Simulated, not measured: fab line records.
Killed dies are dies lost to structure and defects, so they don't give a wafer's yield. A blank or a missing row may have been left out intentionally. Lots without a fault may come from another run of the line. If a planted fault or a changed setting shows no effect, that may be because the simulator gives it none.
Which tool was responsible? || flow sky130 || Sampling: 14 lots, 42 wafers, 4 of 708 route steps

WHAT EACH GAUGE READ, for each wafer
SKY_VT_ADJUST_LVTN_OVL_MEAS_07. Usual: for VT_ADJUST_LVTN_OVL the level is 0.1 nm and the standard deviation is 1.6.
{"lot": "L534", "measured": "day 6 20:55", "on": "overlay-02", "VT_ADJUST_LVTN_OVL (nm)": "0.9 -0.2 0.7", "flag": ""}
{"lot": "L535", "measured": "day 7 07:01", "on": "overlay-01", "VT_ADJUST_LVTN_OVL (nm)": "1.2 -1.4 0.7", "flag": ""}
{"lot": "L536", "measured": "day 7 11:37", "on": "overlay-01", "VT_ADJUST_LVTN_OVL (nm)": "-1.4 -0.4 -0.5", "flag": ""}
{"lot": "L537", "measured": "day 7 18:04", "on": "overlay-02", "VT_ADJUST_LVTN_OVL (nm)": "-0.4 0.5 -1.2", "flag": ""}
{"lot": "L538", "measured": "day 8 02:32", "on": "overlay-01", "VT_ADJUST_LVTN_OVL (nm)": "-2.5 -0.2 -1.3", "flag": ""}
{"lot": "L539", "measured": "day 8 14:58", "on": "overlay-01", "VT_ADJUST_LVTN_OVL (nm)": "1.2 1.3 0.9", "flag": ""}
{"lot": "L540", "measured": "day 8 18:39", "on": "overlay-02", "VT_ADJUST_LVTN_OVL (nm)": "-0.8 -0.7 -1.0", "flag": ""}
{"lot": "L547", "measured": "day 10 10:42", "on": "overlay-02", "VT_ADJUST_LVTN_OVL (nm)": "2.5 4.5 2.0", "flag": ""}
{"lot": "L548", "measured": "day 10 15:55", "on": "overlay-02", "VT_ADJUST_LVTN_OVL (nm)": "3.2 3.1 1.5", "flag": ""}
{"lot": "L553", "measured": "day 11 23:30", "on": "overlay-01", "VT_ADJUST_LVTN_OVL (nm)": "0.0 -0.1 -1.4", "flag": ""}
{"lot": "L554", "measured": "day 12 03:16", "on": "overlay-01", "VT_ADJUST_LVTN_OVL (nm)": "-0.5 2.0 0.2", "flag": ""}
{"lot": "L555", "measured": "day 12 13:04", "on": "overlay-02", "VT_ADJUST_LVTN_OVL (nm)": "2.0 1.5 1.9", "flag": ""}
{"lot": "L556", "measured": "day 12 18:18", "on": "overlay-01", "VT_ADJUST_LVTN_OVL (nm)": "-2.1 -0.2 -0.7", "flag": ""}
{"lot": "L557", "measured": "day 13 02:10", "on": "overlay-01", "VT_ADJUST_LVTN_OVL (nm)": "1.6 3.3 2.7", "flag": ""}

SKY_SONOS_ONO_OVL_MEAS_14. Usual: for SONOS_ONO_OVL the level is 0.5 nm and the standard deviation is 1.3.
{"lot": "L534", "measured": "day 12 11:56", "on": "overlay-01", "SONOS_ONO_OVL (nm)": "2.5 1.2 1.0", "flag": ""}
{"lot": "L535", "measured": "day 12 23:35", "on": "overlay-02", "SONOS_ONO_OVL (nm)": "0.0 1.1 0.7", "flag": ""}
{"lot": "L536", "measured": "day 13 07:46", "on": "overlay-01", "SONOS_ONO_OVL (nm)": "0.2 -0.5 0.6", "flag": ""}
{"lot": "L537", "measured": "day 13 16:23", "on": "overlay-01", "SONOS_ONO_OVL (nm)": "-1.4 -1.7 -1.0", "flag": ""}
{"lot": "L538", "measured": "day 14 00:30", "on": "overlay-01", "SONOS_ONO_OVL (nm)": "1.8 0.7 -0.1", "flag": ""}
{"lot": "L539", "measured": "day 14 15:35", "on": "overlay-02", "SONOS_ONO_OVL (nm)": "3.5 1.5 3.6", "flag": ""}
{"lot": "L540", "measured": "day 14 21:56", "on": "overlay-01", "SONOS_ONO_OVL (nm)": "-0.8 -1.9 0.4", "flag": ""}
{"lot": "L547", "measured": "day 17 02:29", "on": "overlay-02", "SONOS_ONO_OVL (nm)": "1.2 1.5 1.1", "flag": ""}
{"lot": "L548", "measured": "day 17 09:41", "on": "overlay-01", "SONOS_ONO_OVL (nm)": "-0.1 1.3 0.0", "flag": ""}
{"lot": "L553", "measured": "day 19 03:56", "on": "overlay-02", "SONOS_ONO_OVL (nm)": "1.3 0.4 1.1", "flag": ""}
{"lot": "L554", "measured": "day 19 08:56", "on": "overlay-02", "SONOS_ONO_OVL (nm)": "2.0 2.4 1.9", "flag": ""}
{"lot": "L555", "measured": "day 19 20:50", "on": "overlay-02", "SONOS_ONO_OVL (nm)": "0.4 -0.7 1.1", "flag": ""}
{"lot": "L556", "measured": "day 20 02:32", "on": "overlay-02", "SONOS_ONO_OVL (nm)": "-2.7 -1.5 -1.7", "flag": ""}
{"lot": "L557", "measured": "day 20 13:18", "on": "overlay-02", "SONOS_ONO_OVL (nm)": "-0.2 -0.5 0.3", "flag": ""}

WHAT TOOL EACH LOT RAN ON (gives the tool, then ch and the chambers of the sampled wafers, and finally the start)
{"lot": "L534", "SKY_NWELL_EXPOSE_20": "iline stepper-01 ch 0, day 4 20:40", "SKY_VT_ADJUST_PCH_STRIP_09": "plasma asher-04 ch 0,1, day 10 08:25"}
{"lot": "L535", "SKY_NWELL_EXPOSE_20": "iline stepper-01 ch 0, day 5 06:21", "SKY_VT_ADJUST_PCH_STRIP_09": "plasma asher-04 ch 0,1, day 10 20:05"}
{"lot": "L536", "SKY_NWELL_EXPOSE_20": "iline stepper-02 ch 0, day 5 10:52", "SKY_VT_ADJUST_PCH_STRIP_09": "plasma asher-04 ch 0,1, day 11 02:03"}
{"lot": "L537", "SKY_NWELL_EXPOSE_20": "iline stepper-01 ch 0, day 5 15:58", "SKY_VT_ADJUST_PCH_STRIP_09": "plasma asher-04 ch 1, day 11 08:59"}
{"lot": "L538", "SKY_NWELL_EXPOSE_20": "iline stepper-02 ch 0, day 5 23:42", "SKY_VT_ADJUST_PCH_STRIP_09": "plasma asher-01 ch 0,1, day 11 17:48"}
{"lot": "L539", "SKY_NWELL_EXPOSE_20": "iline stepper-01 ch 0, day 6 10:27", "SKY_VT_ADJUST_PCH_STRIP_09": "plasma asher-01 ch 1, day 12 08:05"}
{"lot": "L540", "SKY_NWELL_EXPOSE_20": "iline stepper-02 ch 0, day 6 14:02", "SKY_VT_ADJUST_PCH_STRIP_09": "plasma asher-01 ch 0,1, day 12 10:44"}
{"lot": "L547", "SKY_NWELL_EXPOSE_20": "iline stepper-01, day 8 05:34", "SKY_VT_ADJUST_PCH_STRIP_09": "plasma asher-03 ch 0,1, day 14 12:14"}
{"lot": "L548", "SKY_NWELL_EXPOSE_20": "iline stepper-01, day 8 09:45", "SKY_VT_ADJUST_PCH_STRIP_09": "plasma asher-01 ch 0,1, day 14 19:17"}
{"lot": "L553", "SKY_NWELL_EXPOSE_20": "iline stepper-02 ch 0, day 9 15:02", "SKY_VT_ADJUST_PCH_STRIP_09": "plasma asher-04 ch 0,1, day 16 08:47"}
{"lot": "L554", "SKY_NWELL_EXPOSE_20": "iline stepper-01 ch 0, day 9 19:14", "SKY_VT_ADJUST_PCH_STRIP_09": "plasma asher-01 ch 0,1, day 16 14:07"}
{"lot": "L555", "SKY_NWELL_EXPOSE_20": "iline stepper-02 ch 0, day 10 02:45", "SKY_VT_ADJUST_PCH_STRIP_09": "plasma asher-04 ch 0,1, day 17 01:35"}
{"lot": "L556", "SKY_NWELL_EXPOSE_20": "iline stepper-02 ch 0, day 10 07:25", "SKY_VT_ADJUST_PCH_STRIP_09": "plasma asher-01 ch 0,1, day 17 06:38"}
{"lot": "L557", "SKY_NWELL_EXPOSE_20": "iline stepper-02 ch 0, day 10 14:10", "SKY_VT_ADJUST_PCH_STRIP_09": "plasma asher-01 ch 0,1, day 17 18:05"}
- SKY_NWELL_EXPOSE_20: exposes mask NWM COMPLEMENT, target cd 840 nm.
- SKY_VT_ADJUST_PCH_STRIP_09: strips in O2/N2.

WHAT THE TOOLS THEMSELVES READ (means of the sampled wafers that have a number; where no wafer has one, the mark that the record gives instead)
SKY_NWELL_EXPOSE_20. Usual: exposure dose mJ cm2 260.01, standard deviation 0.25; focus offset nm 0.0 nm, standard deviation 0.56; reticle temp C 23.00 C, standard deviation 0.12.
{"lot": "L534", "tool": "iline stepper-01", "exposure dose mJ cm2": 259.97, "focus offset nm (nm)": -0.2, "reticle temp C (C)": 22.91, "flag": ""}
{"lot": "L535", "tool": "iline stepper-01", "exposure dose mJ cm2": 260.17, "focus offset nm (nm)": -0.3, "reticle temp C (C)": 23.17, "flag": ""}
{"lot": "L536", "tool": "iline stepper-02", "exposure dose mJ cm2": 259.63, "focus offset nm (nm)": 0.1, "reticle temp C (C)": 22.86, "flag": ""}
{"lot": "L537", "tool": "iline stepper-01", "exposure dose mJ cm2": 259.96, "focus offset nm (nm)": 1.1, "reticle temp C (C)": 23.05, "flag": ""}
{"lot": "L538", "tool": "iline stepper-02", "exposure dose mJ cm2": 260.16, "focus offset nm (nm)": -0.5, "reticle temp C (C)": 22.98, "flag": ""}
{"lot": "L539", "tool": "iline stepper-01", "exposure dose mJ cm2": 259.79, "focus offset nm (nm)": -0.5, "reticle temp C (C)": 23.03, "flag": ""}
{"lot": "L540", "tool": "iline stepper-02", "exposure dose mJ cm2": 259.99, "focus offset nm (nm)": 0.4, "reticle temp C (C)": 22.83, "flag": ""}
{"lot": "L547", "tool": "iline stepper-01", "exposure dose mJ cm2": "-", "focus offset nm (nm)": "-", "reticle temp C (C)": "-", "flag": "OFF"}
{"lot": "L548", "tool": "iline stepper-01", "exposure dose mJ cm2": "-", "focus offset nm (nm)": "-", "reticle temp C (C)": "-", "flag": "OFF"}
{"lot": "L553", "tool": "iline stepper-02", "exposure dose mJ cm2": 259.99, "focus offset nm (nm)": 0.7, "reticle temp C (C)": 22.90, "flag": ""}
{"lot": "L554", "tool": "iline stepper-01", "exposure dose mJ cm2": 260.06, "focus offset nm (nm)": -0.1, "reticle temp C (C)": 23.07, "flag": ""}
{"lot": "L555", "tool": "iline stepper-02", "exposure dose mJ cm2": 259.82, "focus offset nm (nm)": -0.2, "reticle temp C (C)": 22.96, "flag": ""}
{"lot": "L556", "tool": "iline stepper-02", "exposure dose mJ cm2": 260.26, "focus offset nm (nm)": -0.5, "reticle temp C (C)": 22.95, "flag": ""}
{"lot": "L557", "tool": "iline stepper-02", "exposure dose mJ cm2": 259.68, "focus offset nm (nm)": -0.2, "reticle temp C (C)": 23.10, "flag": ""}

SKY_VT_ADJUST_PCH_STRIP_09. Usual: drypump motor current A 5.8 A, standard deviation 0.38; oes product au 0.723 a.u., standard deviation 0.0042; strip time to endpoint s 36.90 s, standard deviation 0.11.
{"lot": "L534", "tool": "plasma asher-04", "drypump motor current A (A)": 5.8, "oes product au (a.u.)": 0.724, "strip time to endpoint s (s)": 36.97, "flag": ""}
{"lot": "L535", "tool": "plasma asher-04", "drypump motor current A (A)": 5.8, "oes product au (a.u.)": 0.723, "strip time to endpoint s (s)": 36.96, "flag": ""}
{"lot": "L536", "tool": "plasma asher-04", "drypump motor current A (A)": 5.8, "oes product au (a.u.)": 0.726, "strip time to endpoint s (s)": 36.88, "flag": ""}
{"lot": "L537", "tool": "plasma asher-04", "drypump motor current A (A)": 5.9, "oes product au (a.u.)": 0.723, "strip time to endpoint s (s)": 36.80, "flag": ""}
{"lot": "L538", "tool": "plasma asher-01", "drypump motor current A (A)": 6.1, "oes product au (a.u.)": 0.722, "strip time to endpoint s (s)": 36.95, "flag": ""}
{"lot": "L539", "tool": "plasma asher-01", "drypump motor current A (A)": 5.6, "oes product au (a.u.)": 0.719, "strip time to endpoint s (s)": 36.81, "flag": ""}
{"lot": "L540", "tool": "plasma asher-01", "drypump motor current A (A)": 6.1, "oes product au (a.u.)": 0.727, "strip time to endpoint s (s)": 37.10, "flag": ""}
{"lot": "L547", "tool": "plasma asher-03", "drypump motor current A (A)": 5.4, "oes product au (a.u.)": 0.721, "strip time to endpoint s (s)": 36.92, "flag": ""}
{"lot": "L548", "tool": "plasma asher-01", "drypump motor current A (A)": 5.8, "oes product au (a.u.)": 0.720, "strip time to endpoint s (s)": 36.77, "flag": ""}
{"lot": "L553", "tool": "plasma asher-04", "drypump motor current A (A)": 5.8, "oes product au (a.u.)": 0.721, "strip time to endpoint s (s)": 36.96, "flag": ""}
{"lot": "L554", "tool": "plasma asher-01", "drypump motor current A (A)": 5.8, "oes product au (a.u.)": 0.720, "strip time to endpoint s (s)": 36.83, "flag": ""}
{"lot": "L555", "tool": "plasma asher-04", "drypump motor current A (A)": 5.7, "oes product au (a.u.)": 0.722, "strip time to endpoint s (s)": 36.69, "flag": ""}
{"lot": "L556", "tool": "plasma asher-01", "drypump motor current A (A)": 6.1, "oes product au (a.u.)": 0.724, "strip time to endpoint s (s)": 36.79, "flag": ""}
{"lot": "L557", "tool": "plasma asher-01", "drypump motor current A (A)": 6.1, "oes product au (a.u.)": 0.722, "strip time to endpoint s (s)": 36.96, "flag": ""}

THE ANSWER, worked out from the rows above alone
Rule: lot off if the mean of its wafers having a number is beyond 3 standard deviations from the usual mean. Also off: a lot with no number at a reading for which 4 or more lots have one. All remaining lots with rows at the step are treated as sound. The gauges are gone through in route order, then the tools' own readings, and for those a lot's mean is taken as printed above. The first step at which some lot is off is used, and at that step the reading that is off furthest; a lot without a number counts as furthest.
Off at SKY_NWELL_EXPOSE_20 (exposure dose mJ cm2): L547, L548. Without a number there: L547, L548.
A tool fits if, at that step or a process step before it, it ran every lot that is off, and no sound lot after the first of them. No candidate that was tried fits.

WHAT HAD BEEN PUT IN BY THE SIMULATOR
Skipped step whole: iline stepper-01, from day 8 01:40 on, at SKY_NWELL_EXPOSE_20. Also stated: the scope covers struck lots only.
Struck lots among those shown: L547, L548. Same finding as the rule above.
